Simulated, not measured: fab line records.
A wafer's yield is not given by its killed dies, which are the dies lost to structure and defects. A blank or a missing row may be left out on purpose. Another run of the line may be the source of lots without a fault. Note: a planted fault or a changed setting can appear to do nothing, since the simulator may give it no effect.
Which tool did it?    flow gf180mcu    13 lots, 38 wafers sampled, at 3 steps of a route of 602

WHAT THE GAUGES READ, wafer by wafer
GF_V5_RS_MEAS_24: uses a four-point probe to measure.
lot   measured      on            V5_W_RS (ohm/sq)
L550  day 28 02:08  filmMetro-02  0.327 0.329 0.332
L552  day 28 11:11  filmMetro-04  0.334 0.327 0.328
L553  day 28 17:39  filmMetro-02  0.334 0.328 0.332
L554  day 28 21:31  filmMetro-03  0.327 0.321 0.328
L556  day 29 15:26  filmMetro-04  0.329 0.329 0.331
L560  day 30 17:38  filmMetro-04  0.329 0.329 0.329
L561  day 30 17:52  filmMetro-04  0.327 0.331 0.326
L564  day 31 20:44  filmMetro-03  0.327 0.326
L565  day 31 21:41  filmMetro-04  0.332 0.332 0.331
L566  day 32 09:01  filmMetro-04  0.332 0.330 0.333
L569  day 33 01:54  filmMetro-02  0.333 0.327 0.328
L570  day 33 08:41  filmMetro-04  0.325 0.329 0.331
L572  day 33 12:17  filmMetro-02  0.327 0.326 0.332

EACH LOT AND THE TOOL THAT RAN IT (in order: tool; ch and the chambers of the sampled wafers; start)
lot   GF_V5_ETCH_17                                 GF_V5_STRIP_18
L550  rieDiel-01 ch 1,2, day 28 01:22 or earlier    plasmaAsher-04 ch 0,1, day 28 01:22
L552  rieDiel-02 ch 1,3, day 28 10:19 or earlier    plasmaAsher-04 ch 0,1, day 28 10:19
L553  rieDiel-01 ch 0,3, day 28 16:54 or earlier    plasmaAsher-02 ch 0,1, day 28 16:54
L554  rieDiel-03 ch 0,2, day 28 20:44 or earlier    plasmaAsher-04 ch 1, day 28 20:44
L556  rieDiel-01 ch 0,3, day 29 14:34 or earlier    plasmaAsher-02 ch 0,1, day 29 14:34
L560  rieDiel-01 ch 1,3, day 30 16:47 or earlier    plasmaAsher-04 ch 0,1, day 30 16:47
L561  rieDiel-03 ch 0,1,3, day 30 17:08 or earlier  plasmaAsher-02 ch 0,1, day 30 17:08
L564  rieDiel-01 ch 0,1, day 31 19:57 or earlier    plasmaAsher-01 ch 0,1, day 31 19:57
L565  rieDiel-02 ch 0,1,2, day 31 20:56 or earlier  plasmaAsher-01 ch 0,1, day 31 20:56
L566  rieDiel-01 ch 1,2, day 32 08:16 or earlier    plasmaAsher-04 ch 0,1, day 32 08:16
L569  rieDiel-01 ch 0,3, day 33 01:09 or earlier    plasmaAsher-02 ch 0,1, day 33 01:09
L570  rieDiel-03 ch 2,3, day 33 07:56 or earlier    plasmaAsher-04 ch 0,1, day 33 07:56
L572  rieDiel-01 ch 1,2,3, day 33 11:29 or earlier  plasmaAsher-04 ch 0,1, day 33 11:29
- GF_V5_ETCH_17: etches SiO2 in C4F8/O2/Ar, stops on TiN, target depth 855 nm.
- GF_V5_STRIP_18: strips in O2/N2.

WHAT THE TOOLS THEMSELVES READ (means of the sampled wafers that have a number; where no wafer has one, the mark that the record gives instead)
GF_V5_ETCH_17.
lot   tool        biasW (W)  oesProductAu (a.u.)
L550  rieDiel-01  1202       0.859
L552  rieDiel-02  1198       0.859
L553  rieDiel-01  1200       0.861
L554  rieDiel-03  1202       0.860
L556  rieDiel-01  1199       0.857
L560  rieDiel-01  1198       0.864
L561  rieDiel-03  1196       0.860
L564  rieDiel-01  1199       0.861
L565  rieDiel-02  1199       0.859
L566  rieDiel-01  1197       0.862
L569  rieDiel-01  1200       0.862
L570  rieDiel-03  1197       0.862
L572  rieDiel-01  1197       0.857

GF_V5_STRIP_18.
lot   tool            drypumpMotorCurrentA (A)  heaterPowerW (W)  oesProductAu (a.u.)
L550  plasmaAsher-04  5.4                       311               0.566
L552  plasmaAsher-04  5.3                       320               0.565
L553  plasmaAsher-02  5.7                       327               0.570
L554  plasmaAsher-04  5.6                       305               0.567
L556  plasmaAsher-02  6.2                       320               0.574
L560  plasmaAsher-04  5.4                       323               0.568
L561  plasmaAsher-02  6.2                       317               0.567
L564  plasmaAsher-01  5.8                       318               0.567
L565  plasmaAsher-01  5.7                       336               0.568
L566  plasmaAsher-04  5.4                       311               0.570
L569  plasmaAsher-02  6.1                       298               0.566
L570  plasmaAsher-04  5.3                       317               0.566
L572  plasmaAsher-04  5.4                       311               0.568

THE ANSWER, worked out from the rows above alone
Rule: usual is defined by the lots themselves. Put in order of their means at a reading, lots are off if they are a third of the lots or fewer, leave a main group of 4 or more, and stand apart from it by a gap of 3 or more times the standard deviation of the main group's means; of several such gaps the widest counts. Not used: any main group whose means are identical at the precision the tables above print for the reading. A lot without any number at a reading at which 4 lots or more have one is off too. Any other lot the step has rows for is counted as sound. Order of review: gauges by route order, followed by the tools' own readings, for which a lot's mean as printed above is used. The first step at which some lot is off is used, and at that step the reading that is off furthest; a lot without a number counts as furthest.
None of the lots is off at any reading shown; this tells nothing.

WHAT THE SIMULATOR HAD PUT IN
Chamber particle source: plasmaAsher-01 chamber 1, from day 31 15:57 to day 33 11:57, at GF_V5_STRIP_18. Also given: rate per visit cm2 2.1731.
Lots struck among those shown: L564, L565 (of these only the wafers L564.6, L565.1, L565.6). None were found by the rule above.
